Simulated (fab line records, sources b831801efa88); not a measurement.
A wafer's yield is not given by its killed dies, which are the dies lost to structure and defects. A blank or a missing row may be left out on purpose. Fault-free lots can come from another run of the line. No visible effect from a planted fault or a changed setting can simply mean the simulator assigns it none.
A struck lot beside a sound one / flow sky130 / 15 steps out of a route of 708
Sound: the wafers L747.1, L747.2, L747.3. Wafers struck: L754.1, L754.3, L754.5. The cause is named last.
Each step with rows lists, per side, the tool, then ch with its chambers, then its first start. Under that, the readings that differ: sound wafers / struck wafers / difference of the means / sigmas: that difference in standard deviations of wafers without a fault.
alike: same words and numbers on both sides, and readings whose means sit less than 2 such deviations apart. not compared: any withheld reading, any reading some wafer has no value for, any bound like >300 that may hide the same value, and any number with overlapping values for which the record gives no deviation.
Wherever a step has rows on one side only, a row that says differs or no value, or a row with sigmas, the two part there. Numbers that don't overlap but have no deviation are shown without sigmas and don't part them. A reading that every wafer of one side lacks parts them only if that side has two wafers or more.

SKY_SONOS_ONO_THK_MEAS_05:
  struck on film-metro-03, day 14 09:30; sound on film-metro-02, day 11 18:20
  alike: SONOS_ONO_CVD_04_THK
then, 7 steps without rows for these wafers: SKY_SONOS_ONO_DEHYDRATE_06 (time 60 s); SKY_SONOS_ONO_HMDS_07 (prime time 60 s); SKY_SONOS_ONO_COAT_08 (resist thk 1140 nm); SKY_SONOS_ONO_SOFTBAKE_09 (time 60 s); SKY_SONOS_ONO_EXPOSE_10 (exposes mask ONOM, target cd 410 nm); SKY_SONOS_ONO_PEB_11; SKY_SONOS_ONO_DEVELOP_12 (develop time 60 s).
SKY_SONOS_ONO_CD_MEAS_13 targets a cd of 410 nm.
  struck on cd-sem-02, day 15 12:32; sound on cd-sem-01, day 12 18:17
  alike: cd-nm
SKY_SONOS_ONO_OVL_MEAS_14:
  struck on overlay-02, day 15 12:40; sound on overlay-02, day 12 18:25
  alike: SONOS_ONO_OVL
SKY_SONOS_ONO_ETCH_15: etches the open film in CHF3/O2, target depth 19.52 nm, time 7.8 s.
  sound on rie-diel-03 ch 0,1,2, day 12 18:27; struck on rie-diel-03 ch 0,1,3, day 15 12:42
  alike: chamber-pressure-mTorr, drypump-motor-current-A, oes-product-au, throttle-valve-pct
  not compared: rf-hours-counter-h
then, 1 step without rows for these wafers: SKY_SONOS_ONO_WET_ETCH_16 (etches SiO2 in dHF, target depth 14 nm, time 280 s).
SKY_SONOS_ONO_STRIP_17: strips in O2/N2.
  sound on plasma-asher-01 ch 0,1, day 12 18:33; struck on plasma-asher-01 ch 0,1, day 15 12:48
reading=oes-product-au (a.u.); sound=0.707 0.705 0.707; struck=0.926 0.915 0.924; difference=+0.215; sigmas=+50
reading=strip-time-to-endpoint-s (s); sound=14.09 14.08 14.04; struck=- - -; difference=no value on the struck wafers; sigmas=
reading=model.NOVOLAK_of_SONOS_ONO_COAT_08.thk-nm (nm); sound=0 0 0; struck=373.9 374.4 374.7; difference=+374.3; sigmas=
  alike: chamber-pressure-mTorr, drypump-motor-current-A
  not compared: rf-hours-counter-h
then, 1 step without rows for these wafers: SKY_SONOS_ONO_WET_ETCH_18 (etches Si3N4 in H3PO4, target depth 15 nm, time 172 s).
-- a jump in the record: the struck wafers' starts before and after are 32 days apart (it breaks off in module SONOS_ONO and resumes in module PAD_OPEN, where the first step shown is number 708 of the route) --
SKY_PAD_OPEN_PROBE_99:
  the record has rows for the struck wafers here (prober-01, day 47 20:10) and none for the sound ones

WHERE THEY PART
Last at SKY_PAD_OPEN_PROBE_99 as far as this record goes, first at SKY_SONOS_ONO_STRIP_17.

WHY: whatever the simulator had introduced
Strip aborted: plasma-asher-01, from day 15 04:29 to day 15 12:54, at SKY_SONOS_ONO_STRIP_17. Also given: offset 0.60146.
